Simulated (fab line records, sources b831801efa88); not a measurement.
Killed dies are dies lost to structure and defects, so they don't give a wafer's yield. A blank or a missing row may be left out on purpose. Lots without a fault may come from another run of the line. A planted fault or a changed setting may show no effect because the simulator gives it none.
Which tool did it? | flow sky130 | 11 lots, 33 wafers sampled, at 5 steps of a route of 708

WHAT THE GAUGES READ, wafer by wafer
SKY_VT_ADJUST_HVTP_TW_MEAS_11. Usual: VT_ADJUST_HVTP_TW 1371, standard deviation 7.1.
lot  | measured    | on            | VT_ADJUST_HVTP_TW | flag
L759 | day 6 08:05 | film_metro-01 | 1372 1372 1370    |
L760 | day 6 12:25 | film_metro-01 | 1366 1375 1367    |
L761 | day 6 20:20 | film_metro-01 | 1372 1368 1368    |
L762 | day 6 22:26 | film_metro-02 | 1374 1380 1373    |
L763 | day 7 06:29 | film_metro-03 | 1363 1356 1366    |
L764 | day 7 11:38 | film_metro-03 | 1363 1363 1373    |
L765 | day 7 19:47 | film_metro-01 | 1372 1375 1374    |
L768 | day 8 10:34 | film_metro-03 | 958 958 958       | OFF
L769 | day 8 15:48 | film_metro-02 | 966 965 967       | OFF
L770 | day 8 20:09 | film_metro-01 | 965 966 965       | OFF
L771 | day 9 05:41 | film_metro-02 | 967 965 967       | OFF

SKY_VT_ADJUST_LVTN_TW_MEAS_10. Usual: VT_ADJUST_LVTN_TW 243.9, standard deviation 1.7.
lot  | measured     | on            | VT_ADJUST_LVTN_TW | flag
L759 | day 7 03:01  | film_metro-01 | 244.6 245.1 245.2 |
L760 | day 7 07:44  | film_metro-04 | 244.2 242.6 240.7 |
L761 | day 7 16:07  | film_metro-04 | 241.7 241.6 241.9 |
L762 | day 7 17:55  | film_metro-04 | 241.7 242.7 241.8 |
L763 | day 8 02:07  | film_metro-01 | 244.2 244.1 244.8 |
L764 | day 8 06:56  | film_metro-02 | 244.7 244.2 245.2 |
L765 | day 8 15:43  | film_metro-01 | 245.1 244.9 245.4 |
L768 | day 9 07:43  | film_metro-02 | 244.2 243.7 245.0 |
L769 | day 9 13:35  | film_metro-01 | 244.9 244.6 242.4 |
L770 | day 9 18:01  | film_metro-01 | 245.1 243.6 244.7 |
L771 | day 10 03:37 | film_metro-01 | 244.1 245.1 243.2 |

SKY_VT_ADJUST_NCORE_TW_MEAS_11. Usual: VT_ADJUST_NCORE_TW 221.1, standard deviation 1.4.
lot  | measured     | on            | VT_ADJUST_NCORE_TW | flag
L759 | day 8 19:52  | film_metro-01 | 223.0 222.6 221.9  |
L760 | day 8 23:34  | film_metro-01 | 221.9 221.9 221.2  |
L761 | day 9 08:44  | film_metro-01 | 223.4 221.6 221.0  |
L762 | day 9 11:23  | film_metro-04 | 219.2 219.0 218.0  |
L763 | day 9 20:35  | film_metro-01 | 219.7 221.2 221.7  |
L764 | day 10 02:23 | film_metro-01 | 220.4 219.6 220.8  |
L765 | day 10 11:53 | film_metro-01 | 223.0 221.5 222.9  |
L768 | day 11 04:56 | film_metro-04 | 221.2 220.9 220.6  |
L769 | day 11 11:19 | film_metro-03 | 218.6 220.9 219.9  |
L770 | day 11 16:53 | film_metro-03 | 219.7 220.1 218.8  |
L771 | day 12 03:32 | film_metro-04 | 219.7 217.9 218.6  |

WHICH TOOL RAN EACH LOT (tool, then ch and the chambers of the sampled wafers, then the start)
lot  | SKY_NWELL_RTA_28                | SKY_VT_ADJUST_HVTP_IMPLANT_09
L759 | rtp_anneal-02 ch 0, day 5 12:59 | implanter-01 ch 0, day 6 07:51
L760 | rtp_anneal-02 ch 0, day 5 18:10 | implanter-03 ch 0, day 6 12:12
L761 | rtp_anneal-01 ch 0, day 6 01:07 | implanter-01 ch 0, day 6 20:05
L762 | rtp_anneal-02 ch 0, day 6 03:01 | implanter-03 ch 0, day 6 22:11
L763 | rtp_anneal-01 ch 0, day 6 10:56 | implanter-01 ch 0, day 7 06:14
L764 | rtp_anneal-02 ch 0, day 6 15:23 | implanter-03 ch 0, day 7 11:24
L765 | rtp_anneal-02 ch 0, day 6 23:38 | implanter-03 ch 0, day 7 19:32
L768 | rtp_anneal-02 ch 0, day 7 14:40 | implanter-01 ch 0, day 8 10:17
L769 | rtp_anneal-01 ch 0, day 7 19:30 | implanter-01 ch 0, day 8 15:35
L770 | rtp_anneal-01 ch 0, day 7 23:13 | implanter-03 ch 0, day 8 19:54
L771 | rtp_anneal-02 ch 0, day 8 08:43 | implanter-01 ch 0, day 9 05:26
- SKY_NWELL_RTA_28: time 30 s.
- SKY_VT_ADJUST_HVTP_IMPLANT_09

WHAT THE TOOLS THEMSELVES READ (means of the sampled wafers that have a number; where no wafer has one, the mark that the record gives instead)
SKY_NWELL_RTA_28. Usual: chamber_o2_ppm 2.001, standard deviation 0.023; lamp_power_pct 25.30 %, standard deviation 0.057; wafer_temp_C_max 1054.9, standard deviation 1.1.
lot  | tool          | chamber_o2_ppm | lamp_power_pct (%) | wafer_temp_C_max | flag
L759 | rtp_anneal-02 | 2.036          | 25.30              | 1055.5           |
L760 | rtp_anneal-02 | 2.006          | 25.25              | 1054.8           |
L761 | rtp_anneal-01 | 1.986          | 25.34              | 1055.0           |
L762 | rtp_anneal-02 | 1.995          | 25.29              | 1054.2           |
L763 | rtp_anneal-01 | 2.020          | 25.33              | 1055.5           |
L764 | rtp_anneal-02 | 2.033          | 25.34              | 1055.8           |
L765 | rtp_anneal-02 | 2.029          | 25.31              | 1054.9           |
L768 | rtp_anneal-02 | 2.007          | 25.32              | 1055.9           |
L769 | rtp_anneal-01 | 1.986          | 25.34              | 1054.3           |
L770 | rtp_anneal-01 | 2.024          | 25.33              | 1054.3           |
L771 | rtp_anneal-02 | 1.980          | 25.38              | 1055.9           |

SKY_VT_ADJUST_HVTP_IMPLANT_09. Usual: beam_energy_keV 150.00, standard deviation 0.045.
lot  | tool         | beam_energy_keV | flag
L759 | implanter-01 | 149.97          |
L760 | implanter-03 | 149.98          |
L761 | implanter-01 | 150.02          |
L762 | implanter-03 | 150.06          |
L763 | implanter-01 | 150.09          |
L764 | implanter-03 | 149.98          |
L765 | implanter-03 | 150.03          |
L768 | implanter-01 | 149.99          |
L769 | implanter-01 | 150.04          |
L770 | implanter-03 | 150.00          |
L771 | implanter-01 | 149.97          |

THE ANSWER, worked out from the rows above alone
Rule: a lot is off if the mean of its wafers that have a number lies more than 3 standard deviations from the usual mean. A lot without any number at a reading at which 4 lots or more have one is off too. The other lots that the step has rows for count as sound. The gauges are gone through in route order, then the tools' own readings, and for those a lot's mean is taken as printed above. The first step at which some lot is off is used, and at that step the reading that is off furthest; a lot without a number counts as furthest.
Off: L768, L769, L770, L771, at SKY_VT_ADJUST_HVTP_TW_MEAS_11 (VT_ADJUST_HVTP_TW).
A tool fits if, at a process step before that reading, it ran every lot that is off, and no sound lot after the first of them. The gauges at SKY_VT_ADJUST_HVTP_TW_MEAS_11 are tried like those tools. None of those tried fits.

WHAT THE SIMULATOR HAD PUT IN
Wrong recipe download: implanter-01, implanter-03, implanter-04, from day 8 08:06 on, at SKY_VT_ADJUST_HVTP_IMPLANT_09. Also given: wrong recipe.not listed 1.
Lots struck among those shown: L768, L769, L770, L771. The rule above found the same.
